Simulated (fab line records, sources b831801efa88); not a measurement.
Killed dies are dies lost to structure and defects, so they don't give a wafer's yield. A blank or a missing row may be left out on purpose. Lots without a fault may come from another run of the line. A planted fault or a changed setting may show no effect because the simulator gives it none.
A struck lot beside a sound one | flow sky130 | 21 steps out of a route of 708
Sound: wafers L631.1, L631.2, L631.6. Struck: wafer L640.5. (L640.4 of the same lot was not struck and is left out.) The cause comes at the end.
At each step with rows: each side's tool, then ch and its chambers, then its first start. Under that, the readings that differ: sound wafers | struck wafers | difference of the means | sigmas: that difference in standard deviations of wafers without a fault.
alike: readings whose means differ by less than 2 such deviations, and words and numbers that are the same on both sides. not compared: withheld readings, readings that some wafer has no value for, bounds like >300 that may hide the same value, and numbers for which the record gives no deviation and whose values overlap.
The two part at a step that has a row with sigmas, a row that says differs or no value, or rows on one side only. Numbers that don't overlap but have no deviation are shown without sigmas and don't part them. A reading that every wafer of one side lacks parts them only if that side has two wafers or more.

first, 4 steps without rows for these wafers: SKY_METAL3_STRIP_20 (strips in post etch residue remover, time 1200 s); SKY_METAL3_CLEAN_21 (cleans in IPA, time 180 s); SKY_METAL3_CLEAN_22 (cleans in O3/DIW); SKY_VIA3_HDPCVD_00 (deposits SiO2, target thk 1635 nm, time 272.5 s).
SKY_VIA3_THK_MEAS_01:
  sound on film_metro-01, day 40 11:25; struck on film_metro-03, day 43 15:53
  alike: VIA3_HDPCVD_THK
SKY_VIA3_CMP_02: polishes SiO2.
  sound on cmp-02 ch 0,1,3, day 40 11:31; struck on cmp-01 ch 2, day 43 16:04
  alike: motor_current_A
SKY_VIA3_BOW_MEAS_03:
  sound on film_metro-01, day 40 11:46; struck on film_metro-02, day 43 16:17
  alike: VIA3_BOW
then, 5 steps without rows for these wafers: SKY_VIA3_DEHYDRATE_04 (time 60 s); SKY_VIA3_HMDS_05 (prime time 60 s); SKY_VIA3_COAT_06 (resist thk 60 nm); SKY_VIA3_COAT_07 (resist thk 450 nm); SKY_VIA3_SOFTBAKE_08 (time 90 s).
SKY_VIA3_EXPOSE_09: exposes mask VIM3, target cd 200 nm.
  sound on krf_scanner-02 ch 0, day 41 00:55; struck on krf_scanner-02 ch 0, day 44 03:34
  alike: mask, focus_offset_nm
then, 2 steps without rows for these wafers: SKY_VIA3_PEB_10; SKY_VIA3_DEVELOP_11 (develop time 60 s).
SKY_VIA3_CD_MEAS_12: target cd 200 nm.
  sound on cd_sem-01, day 41 13:14; struck on cd_sem-01, day 44 15:31
  reading    | sound             | struck | difference | sigmas
  cd_nm (nm) | 199.1 199.9 199.6 | 140.0  | -59.5      | -43
  not compared: hold
SKY_VIA3_OVL_MEAS_13:
  sound on overlay-01, day 41 13:22; struck on overlay-01, day 44 23:01
  reading | sound | struck                   | difference                   | sigmas
  hold    | - - - | await_dispo/7.4h/release | no value on the sound wafers |
  alike: VIA3_OVL
SKY_VIA3_ETCH_14: etches BARC in N2/H2, stops on SiO2, time 45.9 s, target depth 60 nm.
  sound on rie_diel-04 ch 0,1,2, day 41 13:24; struck on rie_diel-02 ch 3, day 44 23:02
  reading                     | sound             | struck | difference | sigmas
  drypump_motor_current_A (A) | 6.5 6.7 6.5       | 5.3    | -1.3       | -2
  model.VIA3.cd_nm (nm)       | 198.8 199.3 199.4 | 139.7  | -59.5      |
  alike: oes_product_au, throttle_valve_pct
  not compared: rf_hours_counter_h
SKY_VIA3_ETCH_15: etches SiO2 in C4F8/O2/Ar, stops on TiN, target depth 507 nm, time 78 s.
  sound on rie_diel-04 ch 0,1,2, day 41 13:26; struck on rie_diel-02 ch 3, day 44 23:05
  reading               | sound             | struck | difference | sigmas
  model.VIA3.cd_nm (nm) | 194.5 199.6 199.7 | 139.8  | -58.1      |
  alike: oes_product_au
  not compared: rf_hours_counter_h
SKY_VIA3_STRIP_16: strips in O2/N2.
  sound on plasma_asher-04 ch 0,1, day 41 13:30; struck on plasma_asher-04 ch 0, day 44 23:11
  alike: drypump_motor_current_A, oes_product_au, strip_time_to_endpoint_s
  not compared: rf_hours_counter_h
-- the record jumps here: 5 days lie between the struck wafers' starts before and after (it left off in module VIA3 and takes up again in module PAD_OPEN, whose first step shown is number 708 of the route) --
SKY_PAD_OPEN_PROBE_99:
  sound on prober-01, day 47 15:36; struck on prober-02, day 50 07:08
  reading                  | sound          | struck                   | difference                   | sigmas
  hold                     | - - -          | await_dispo/2.0h/release | no value on the sound wafers |
  defect_limited_yield (%) | 82.7 81.5 81.3 | 0                        | -82                          | -48
  killed_at_M0_to_M3       | 46 41 49       | 451                      | +406                         | +58
  killed_at_contacts       | 25 30 29       | 18                       | -10                          | -2
  killed_dies              | 85 91 92       | 492                      | +403                         | +49
  killed_on_rim            | 21 24 18       | 96                       | +75                          | +20
  sort_bin_5_function (%)  | 8.7 10.8 10.2  | 93.9                     | +84.0                        | +65
  sort_bin_6_memory (%)    | 8.3 6.5 7.7    | 5.3                      | -2.2                         | -2
  sort_n_pass              | 407 401 400    | 0                        | -403                         | -49
  sort_yield_pct (%)       | 82.7 81.5 81.3 | 0                        | -82                          | -48
  alike: killed_at_M4_up, killed_at_front_end, killed_at_other, killed_open, killed_short, sort_bin_3_pad_short

WHERE THEY PART
First at SKY_VIA3_CD_MEAS_12; last, within this record, at SKY_PAD_OPEN_PROBE_99.

WHY: what the simulator had put in
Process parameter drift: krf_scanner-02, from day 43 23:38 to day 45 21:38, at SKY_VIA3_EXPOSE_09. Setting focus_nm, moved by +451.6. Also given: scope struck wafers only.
